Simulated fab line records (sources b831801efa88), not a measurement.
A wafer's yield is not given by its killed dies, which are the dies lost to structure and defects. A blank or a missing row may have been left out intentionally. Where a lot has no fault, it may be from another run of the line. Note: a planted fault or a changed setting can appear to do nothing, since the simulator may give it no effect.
Chamber matching | flow sky130 | 3 sister chambers for SKY_CAPM_CVD_00 on pecvd-03
The step deposits SiO2, target thk 15.5 nm. 3 wafers are shown with their chamber, then 8 later ones without.

## WAFERS PAIRED WITH THEIR CHAMBERS
wafer  | chamber | heater-power-w (W)
L080.4 | 0       | 978
L081.4 | 2       | 732
L085.3 | 1       | 667

## WAFERS WITHOUT THEIR CHAMBER
wafer  | heater-power-w (W)
L085.5 | 662
L085.6 | 694
L093.1 | 671
L093.3 | 725
L093.6 | 732
L096.3 | 621
L096.4 | 628
L096.6 | 606

## THE CHAMBER EACH PASSED THROUGH
wafer  | from the rows above     | in truth
L085.5 | 1                       | 1
L085.6 | can't be placed: 1 or 2 | 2
L093.1 | can't be placed: 1 or 2 | 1
L093.3 | can't be placed: 2 or 1 | 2
L093.6 | 2                       | 2
L096.3 | 1                       | 1
L096.4 | 1                       | 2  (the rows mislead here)
L096.6 | 1                       | 1
Placed correctly: 4 of 8. These rows do not allow placing 3 (true chamber among the candidates in 3). Number placed wrongly: 1.
How it was worked out, from the rows above alone: a wafer's distance from a chamber is the root of the sum, over the readings, of the square of ((its reading less the chamber's mean) divided by the reading's scatter). If the next closest chamber is less than 2 further off than the closest, the wafer can't be placed; otherwise it belongs to the closest. A chamber's mean is the mean of its shown wafers. The scatter (one wafer shown for each chamber): square how far every hidden wafer sits from the nearest shown wafer, average those squares and take the square root.
